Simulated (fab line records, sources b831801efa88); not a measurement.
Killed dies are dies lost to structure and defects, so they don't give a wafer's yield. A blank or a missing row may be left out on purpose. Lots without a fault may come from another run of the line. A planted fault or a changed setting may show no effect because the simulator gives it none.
One fault seen from 2 desks | flow sky130 | each desk has only its own numbers; what lay behind them comes last

THE TOOL OWNER'S DESK: implanter-01
The tool's own readings at SKY_SONOS_TUNNEL_IMPLANT_09: means of the sampled wafers that have a number, for each lot that ran on this tool. A lot is out of limits, marked OUT, if its mean lies more than 4 standard deviations from the usual mean; the brackets give that distance.
Columns: A = beam_on_s at SKY_SONOS_TUNNEL_IMPLANT_09, usual 10.01 s; B = faraday_current_uA at SKY_SONOS_TUNNEL_IMPLANT_09, usual 5.64
lot  | first seen here | A              | B
L912 | day 13 09:58    | 9.80           | 5.73
L918 | day 14 15:45    | 10.02          | 5.61
L921 | day 15 15:08    | 10.00          | 5.65
L922 | day 16 00:28    | 7.53 (-12) OUT | 7.48 (+17) OUT
L923 | day 16 07:10    | 7.53 (-12) OUT | 7.48 (+17) OUT
This desk's finding: out of limits on L922, L923; first on L922, day 16 00:28 (beam_on_s at SKY_SONOS_TUNNEL_IMPLANT_09). In limits: L912, L918, L921.

THE METROLOGY DESK
What the gauges read, lot by lot, whatever tool the lot ran on: means of the sampled wafers that have a number. A lot is out of limits, marked OUT, if its mean lies more than 4 standard deviations from the usual mean; the brackets give that distance.
Columns: A = SONOS_TUNNEL_TW at SKY_SONOS_TUNNEL_TW_MEAS_12, usual 197.6; B = cd_nm at SKY_SD_P_CD_MEAS_07, usual 380.2 nm; C = SD_P_OVL at SKY_SD_P_OVL_MEAS_08, usual -1.0 nm
lot  | first seen here | A               | B     | C
L909 | day 11 16:29    | 196.1           | 386.5 | -0.9
L910 | day 12 00:50    | 198.8           | 376.9 | -0.5
L911 | day 12 15:36    | 199.3           | 378.4 | -0.5
L912 | day 13 10:23    | 197.7           | 381.0 | 1.3
L914 | day 13 12:05    | 198.1           | 376.6 | -1.8
L916 | day 13 23:19    | 198.3           | 375.7 | -1.9
L918 | day 14 16:09    | 198.0           | 377.6 | -1.0
L917 | day 14 20:11    | 196.8           | 380.7 | -0.7
L920 | day 15 02:47    | 196.1           | 382.1 | 0.0
L921 | day 15 15:32    | 198.1           | 379.5 | -0.3
L922 | day 16 00:52    | 184.0 (-11) OUT | 375.1 | -1.9
L923 | day 16 07:34    | 184.6 (-11) OUT | 379.1 | -2.0
L930 | day 18 12:07    | 198.4           | 377.7 | -1.1
This desk's finding: out of limits on L922, L923; first on L922, day 16 00:52 (SONOS_TUNNEL_TW at SKY_SONOS_TUNNEL_TW_MEAS_12). In limits: L909, L910, L911, L912, L914, L916, L918, L917, L920, L921, L930.

PUT TOGETHER
The tool owner's desk could have raised an alarm at day 16 00:28, on L922, L923.
The metrology desk could have raised an alarm at day 16 00:52, on L922, L923.
Of the lots named, all ran SKY_SONOS_TUNNEL_IMPLANT_09 on implanter-01.

WHAT THE SIMULATOR HAD PUT IN
Process parameter drift: implanter-01, from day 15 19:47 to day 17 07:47, at SKY_SONOS_TUNNEL_IMPLANT_09. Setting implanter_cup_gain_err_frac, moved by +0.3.
Lots struck among those shown: L922, L923.
Hours from the fault's start to each desk's first reading out of limits: the tool owner's desk, 5; the metrology desk, 5.
